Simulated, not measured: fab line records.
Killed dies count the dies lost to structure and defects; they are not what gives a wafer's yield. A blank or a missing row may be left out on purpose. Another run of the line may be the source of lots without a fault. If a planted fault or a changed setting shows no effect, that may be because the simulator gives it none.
A struck lot beside a sound one ; flow gf180mcu ; 14 out of 602 route steps
Sound: the wafers L404.2, L404.3, L404.5. Struck: wafers L396.3, L396.5, L396.6. The cause comes at the end.
At each step with rows: each side's tool, then ch and its chambers, then its first start. Under that, the readings that differ: sound wafers ; struck wafers ; difference of the means ; sigmas: that difference in standard deviations of wafers without a fault.
alike: same words and numbers on both sides, and readings whose means sit less than 2 such deviations apart. not compared: any withheld reading, any reading some wafer has no value for, any bound like >300 that may hide the same value, and any number with overlapping values for which the record gives no deviation.
Wherever a step has rows on one side only, a row that says differs or no value, or a row with sigmas, the two part there. Numbers that don't overlap but have no deviation are shown without sigmas and don't part them. A reading missing from all wafers of one side parts the sides only when that side holds two or more wafers.

first, 2 steps without rows for these wafers: GF_VT_IMPLANT_PEB_27; GF_VT_IMPLANT_DEVELOP_28 (develop time 60 s).
GF_VT_IMPLANT_OVL_MEAS_29:
  sound on overlay-01 at day 12 09:20; struck on overlay-01 at day 10 04:32
  alike: VT_IMPLANT_02_OVL
then, 1 step without rows for these wafers: GF_VT_IMPLANT_IMPLANT_30.
GF_VT_IMPLANT_STRIP_31: strips in O2/N2.
  sound on plasma_asher-04 ch 0,1, day 12 09:31; struck on plasma_asher-02 ch 0,1, day 10 04:45
reading;sound;struck;difference;sigmas
heater_power_w (W);317 327 314;382 373 373;+57;+2
  alike: drypump_motor_current_A, oes_product_au, strip_time_to_endpoint_s
  not compared: rf_hours_counter_h
GF_VT_IMPLANT_TW_MEAS_32:
  sound on film_metro-03 at day 12 09:37; struck on film_metro-03 at day 10 04:50
  alike: VT_IMPLANT_3_TW
then, 6 steps without rows for these wafers: GF_VT_IMPLANT_DEHYDRATE_33 (time 60 s); GF_VT_IMPLANT_HMDS_34 (prime time 60 s); GF_VT_IMPLANT_COAT_35 (resist thk 1000 nm); GF_VT_IMPLANT_SOFTBAKE_36 (time 60 s); GF_VT_IMPLANT_EXPOSE_37 (exposes mask Nwell HV AREA, target cd 860 nm); GF_VT_IMPLANT_PEB_38.
GF_VT_IMPLANT_DEVELOP_39: develop time 60 s.
  sound on litho_track-03 ch 0, day 13 05:26; struck on litho_track-03, day 10 22:16
  no value came back on the struck wafers for chill_plate_temp_C (C), develop_time_s (s); on the sound wafers chill_plate_temp_C (C) reads 23.07 23.07 23.03
GF_VT_IMPLANT_OVL_MEAS_40:
  sound on overlay-01 at day 13 05:34; struck on overlay-01 at day 10 22:22
reading;sound;struck;difference;sigmas
VT_IMPLANT_03_OVL (nm);-1.0 -1.0 0.4;- - -;no value on the struck wafers;

== WHERE THEY PART ==
First at GF_VT_IMPLANT_STRIP_31; last, within this record, at GF_VT_IMPLANT_OVL_MEAS_40.

WHY: whatever the simulator had introduced
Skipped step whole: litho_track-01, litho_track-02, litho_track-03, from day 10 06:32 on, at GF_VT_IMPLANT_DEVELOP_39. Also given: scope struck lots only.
